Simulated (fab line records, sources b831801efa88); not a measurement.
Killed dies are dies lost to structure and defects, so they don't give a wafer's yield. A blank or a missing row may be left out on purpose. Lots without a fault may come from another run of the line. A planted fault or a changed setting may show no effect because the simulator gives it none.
Chamber matching | flow gf180mcu | GF_V4_CVD_00 on hdpcvd-01: 3 sister chambers
The step deposits SiO2, target thk 600 nm, time 100 s. 3 wafers are shown with their chamber, then 7 later ones without.

WAFERS WITH THEIR CHAMBER
wafer  | chamber | run_length_s (s)
L316.4 | 1       | 127.3
L316.5 | 0       | 127.2
L319.5 | 2       | 128.9

WAFERS WITHOUT THEIR CHAMBER
wafer  | run_length_s (s)
L319.6 | 127.4
L322.2 | 127.3
L322.3 | 129.1
L322.6 | 127.4
L323.1 | 127.3
L323.2 | 127.0
L323.3 | 129.2

WHICH CHAMBER EACH WENT THROUGH
wafer  | from the rows above     | in truth
L319.6 | can't be placed: 1 or 0 | 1
L322.2 | can't be placed: 1 or 0 | 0
L322.3 | 2                       | 2
L322.6 | can't be placed: 1 or 0 | 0
L323.1 | can't be placed: 1 or 0 | 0
L323.2 | can't be placed: 0 or 1 | 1
L323.3 | 2                       | 2
Placed correctly: 2 of 7. Can't be placed from these rows: 5 (the true chamber is among the candidates in 5). Placed wrongly: 0.
How it was worked out, from the rows above alone: a wafer's distance from a chamber is the root of the sum, over the readings, of the square of ((its reading less the chamber's mean) divided by the reading's scatter). The wafer belongs to the nearest chamber; if the next one is less than 2 further off, it can't be placed. A chamber's mean is the mean of its shown wafers. The scatter: with one shown wafer a chamber, the root of the mean of the squares of how far each hidden wafer lies from its nearest shown one.
